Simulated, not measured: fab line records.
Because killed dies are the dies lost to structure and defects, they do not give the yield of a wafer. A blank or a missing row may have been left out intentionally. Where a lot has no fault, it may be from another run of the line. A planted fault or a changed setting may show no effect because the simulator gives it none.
Struck lot and sound lot, side by side ; flow sky130 ; 15 steps out of a route of 708
Sound: the wafers L341.2, L341.4, L341.6. Wafers L343.4, L343.5, L343.6 were the ones struck. At the end, the cause is stated.
At each step with rows: each side's tool, then ch and its chambers, then its first start. Under that, the readings that differ: sound wafers ; struck wafers ; difference of the means ; sigmas: that difference in standard deviations of wafers without a fault.
alike: readings with means less than 2 such deviations apart, plus words and numbers identical on both sides. not compared: withheld readings, readings lacking a value on some wafer, bounds such as >300 that could conceal the same value, and numbers that have no deviation in the record and whose values overlap.
A row with sigmas, a row that says differs or no value, or rows on one side alone: a step with any of these is where the two part. When numbers do not overlap yet have no deviation, they are printed without sigmas and do not part them. A reading that every wafer of one side lacks parts them only if that side has two wafers or more.

first, 2 steps without rows for these wafers: SKY_VT_ADJUST_LVTN_PEB_05; SKY_VT_ADJUST_LVTN_DEVELOP_06 (develop time 60 s).
SKY_VT_ADJUST_LVTN_OVL_MEAS_07:
  struck on overlay-01, day 10 06:16; sound on overlay-02, day 9 17:06
  alike: VT_ADJUST_LVTN_OVL
then, 1 step without rows for these wafers: SKY_VT_ADJUST_LVTN_IMPLANT_08.
SKY_VT_ADJUST_LVTN_STRIP_09: strips in O2/N2.
  sound on plasmaAsher-02 ch 1, day 9 17:17; struck on plasmaAsher-01 ch 0,1, day 10 06:28
  alike: drypumpMotorCurrentA, oesProductAu, stripTimeToEndpointS
  not compared: rfHoursCounterH
SKY_VT_ADJUST_LVTN_TW_MEAS_10:
  struck on filmMetro-03, day 10 06:34; sound on filmMetro-04, day 9 17:23
reading;sound;struck;difference;sigmas
VT_ADJUST_LVTN_TW;242.0 240.7 241.2;242.9 243.6 244.7;+2.4;+2
then, 6 steps without rows for these wafers: SKY_VT_ADJUST_LVTN_DEHYDRATE_11 (time 60 s); SKY_VT_ADJUST_LVTN_HMDS_12 (prime time 60 s); SKY_VT_ADJUST_LVTN_COAT_13 (resist thk 1140 nm); SKY_VT_ADJUST_LVTN_SOFTBAKE_14 (time 60 s); SKY_VT_ADJUST_LVTN_EXPOSE_15 (exposes mask HVN STD DERIVED, target cd 600 nm); SKY_VT_ADJUST_LVTN_PEB_16.
SKY_VT_ADJUST_LVTN_DEVELOP_17: develop time 60 s.
  sound on lithoTrack-03 ch 0, day 10 16:29; struck on lithoTrack-03 ch 0, day 11 05:02
reading;sound;struck;difference;sigmas
developerTempC (C);22.97 22.97 22.79;23.87 23.96 23.98;+1.03;+9
SKY_VT_ADJUST_LVTN_OVL_MEAS_18:
  struck on overlay-02, day 11 05:07; sound on overlay-01, day 10 16:37
  alike: VT_ADJUST_LVTN_01_OVL
then, 1 step without rows for these wafers: SKY_PAD_OPEN_PROBE_99.

## WHERE THEY PART
At SKY_VT_ADJUST_LVTN_TW_MEAS_10 first; at SKY_VT_ADJUST_LVTN_DEVELOP_17 last (within this record only). Later steps at which nothing parts them and some readings are alike: SKY_VT_ADJUST_LVTN_OVL_MEAS_18.

WHY: what had been put in by the simulator
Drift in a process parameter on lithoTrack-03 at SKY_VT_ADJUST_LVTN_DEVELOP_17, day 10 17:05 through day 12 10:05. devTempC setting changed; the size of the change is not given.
